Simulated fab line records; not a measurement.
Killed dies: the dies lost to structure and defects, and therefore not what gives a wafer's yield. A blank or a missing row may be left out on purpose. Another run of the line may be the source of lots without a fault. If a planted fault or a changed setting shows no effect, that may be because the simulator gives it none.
One fault through the eyes of 2 desks    flow sky130    only its own numbers are on each desk; what lay behind them is given at the end

## AT THE METROLOGY DESK
Lot by lot, what the gauges showed, no matter which tool ran the lot: averages of those sampled wafers that carry a number. Any lot whose mean is over 4 standard deviations away from the usual mean is out of limits and marked OUT; that distance is given in the brackets.
Columns: A = cd-nm at SKY_SONOS_TUNNEL_CD_MEAS_07, usual 410.9 nm; B = SONOS_ONO_OXIDATION_THK at SKY_SONOS_ONO_THK_MEAS_01, usual 2.60 nm
lot   first seen here  A      B
L465  day 12 16:12     411.8  2.66
L467  day 13 09:18     412.2  2.60
L469  day 13 21:33     413.8  2.65
L471  day 14 12:47     410.5  2.66
L473  day 15 10:57     411.5  2.58
L474  day 15 14:35     409.9  2.57
L475  day 16 02:50     412.9  2.52
L476  day 16 12:56     409.2  1.87 (-13) OUT
L477  day 16 17:40     409.8  2.52
L478  day 17 06:17     411.6  1.87 (-13) OUT
L479  day 17 10:31     412.2  2.63
This desk's finding: out of limits on L476, L478; first on L476, day 16 17:11 (SONOS_ONO_OXIDATION_THK at SKY_SONOS_ONO_THK_MEAS_01). L465, L467, L469, L471, L473, L474, L475, L477, L479 stayed within limits.

## TOOL OWNER'S DESK, furnace-01
The tool's own readings at SKY_SONOS_ONO_OXIDATION_00 (stabilise 600 s, purge 300 s, target thk 2.6 nm): means of the sampled wafers that have a number, for each lot that ran on this tool. Any lot whose mean is over 4 standard deviations away from the usual mean is out of limits and marked OUT; that distance is given in the brackets. Of its 9 readings 7 are shown: the one that was out of limits first, and those that lie furthest out on some lot.
Columns: A = spike-tc-bottom-C at SKY_SONOS_ONO_OXIDATION_00, usual 819.7 C; B = spike-tc-centre-C at SKY_SONOS_ONO_OXIDATION_00, usual 800.0 C; C = spike-tc-lower-C at SKY_SONOS_ONO_OXIDATION_00, usual 799.5 C; D = spike-tc-top-C at SKY_SONOS_ONO_OXIDATION_00, usual 814 C; E = spike-tc-upper-C at SKY_SONOS_ONO_OXIDATION_00, usual 799.8 C; F = tube-center-temp-C at SKY_SONOS_ONO_OXIDATION_00, usual 800 C; G = tube_center_temp_C_max at SKY_SONOS_ONO_OXIDATION_00, usual 802.0
lot   first seen here  A                B                C                D               E                F                      G
L465  day 12 16:49     819.7            799.3            798.9            810             799.9            800                    801.9
L467  day 13 10:55     820.6            798.4            799.5            809             800.1            800                    802.1
L471  day 14 13:24     820.3            799.5            799.2            809             799.6            800                    801.9
L473  day 15 12:40     818.7            799.9            798.9            809             800.0            800                    802.1
L474  day 15 17:04     820.3            800.2            799.2            809             800.1            800                    802.1
L476  day 16 15:50     796.6 (-23) OUT  776.0 (-22) OUT  775.3 (-25) OUT  785 (-6.2) OUT  775.4 (-26) OUT  776 (-99 or more) OUT  778.1 (-75) OUT
L478  day 17 08:46     796.1 (-24) OUT  775.4 (-22) OUT  774.6 (-26) OUT  785 (-6.1) OUT  775.7 (-25) OUT  776 (-99 or more) OUT  778.3 (-74) OUT
This desk's verdict: out of limits on L476, L478, starting with L476 at day 16 15:50 (spike-tc-bottom-C at SKY_SONOS_ONO_OXIDATION_00). L465, L467, L471, L473, L474 stayed within limits.

## BROUGHT TOGETHER
On L476, L478, at day 16 15:50, an alarm was possible from the tool owner's desk.
L476, L478 would have let the metrology desk raise an alarm at day 16 17:11.
Of the lots named, all ran SKY_SONOS_ONO_OXIDATION_00 on furnace-01.

## WHAT THE SIMULATOR HAD PUT IN
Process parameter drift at SKY_SONOS_ONO_OXIDATION_00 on furnace-01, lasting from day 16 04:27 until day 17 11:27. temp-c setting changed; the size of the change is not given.
Struck lots among those shown: L476, L478.
Time in hours from fault onset to the first out-of-limits reading at each desk: tool owner's desk 11, metrology desk 13.
